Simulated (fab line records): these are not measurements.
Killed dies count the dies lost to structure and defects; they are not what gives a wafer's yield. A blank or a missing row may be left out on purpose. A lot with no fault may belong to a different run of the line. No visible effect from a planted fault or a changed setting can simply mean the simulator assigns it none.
Which tool was responsible? || flow gf180mcu || 7 lots, 21 wafers sampled, at 2 steps of a route of 602

## WHAT EACH GAUGE READ, for each wafer
GF_V4_BOW_MEAS_05.
{"lot": "L395", "measured": "day 24 11:38", "on": "film metro-02", "V4_BOW (um)": "116 116 118"}
{"lot": "L399", "measured": "day 25 23:35", "on": "film metro-02", "V4_BOW (um)": "140 127 125"}
{"lot": "L403", "measured": "day 27 06:17", "on": "film metro-02", "V4_BOW (um)": "131 127 128"}
{"lot": "L405", "measured": "day 27 21:17", "on": "film metro-02", "V4_BOW (um)": "143 138 136"}
{"lot": "L408", "measured": "day 28 15:50", "on": "film metro-03", "V4_BOW (um)": "131 148 130"}
{"lot": "L412", "measured": "day 29 17:26", "on": "film metro-01", "V4_BOW (um)": "138 134 143"}
{"lot": "L414", "measured": "day 30 08:45", "on": "film metro-03", "V4_BOW (um)": "143 137 143"}

## WHAT TOOL EACH LOT RAN ON (gives the tool, then ch and the chambers of the sampled wafers, and finally the start)
{"lot": "L395", "GF_SAB_WET_ETCH_12": "wet bench-02 ch 0, day 16 03:19"}
{"lot": "L399", "GF_SAB_WET_ETCH_12": "wet bench-03 ch 0, day 17 19:22"}
{"lot": "L403", "GF_SAB_WET_ETCH_12": "wet bench-04 ch 0, day 19 05:07"}
{"lot": "L405", "GF_SAB_WET_ETCH_12": "wet bench-02 ch 0, day 19 23:01"}
{"lot": "L408", "GF_SAB_WET_ETCH_12": "wet bench-04 ch 1, day 20 18:46"}
{"lot": "L412", "GF_SAB_WET_ETCH_12": "wet bench-04 ch 1, day 22 03:52"}
{"lot": "L414", "GF_SAB_WET_ETCH_12": "wet bench-02 ch 3, day 23 00:43"}
- GF_SAB_WET_ETCH_12: etches SiO2 in dHF, target depth 22 nm, time 440 s.

## THE ANSWER, worked out from the rows above alone
Rule: what is usual is taken from the lots themselves. Put in order of their means at a reading, lots are off if they are a third of the lots or fewer, leave a main group of 4 or more, and stand apart from it by a gap of 3 or more times the standard deviation of the main group's means; of several such gaps the widest counts. A main group whose means are all the same, to the digits that the tables above print for the reading, isn't used. A lot without any number at a reading at which 4 lots or more have one is off too. All remaining lots with rows at the step are treated as sound.
Nothing can be told from this: no lot is off at any reading shown.

## WHAT WAS PUT IN BY THE SIMULATOR
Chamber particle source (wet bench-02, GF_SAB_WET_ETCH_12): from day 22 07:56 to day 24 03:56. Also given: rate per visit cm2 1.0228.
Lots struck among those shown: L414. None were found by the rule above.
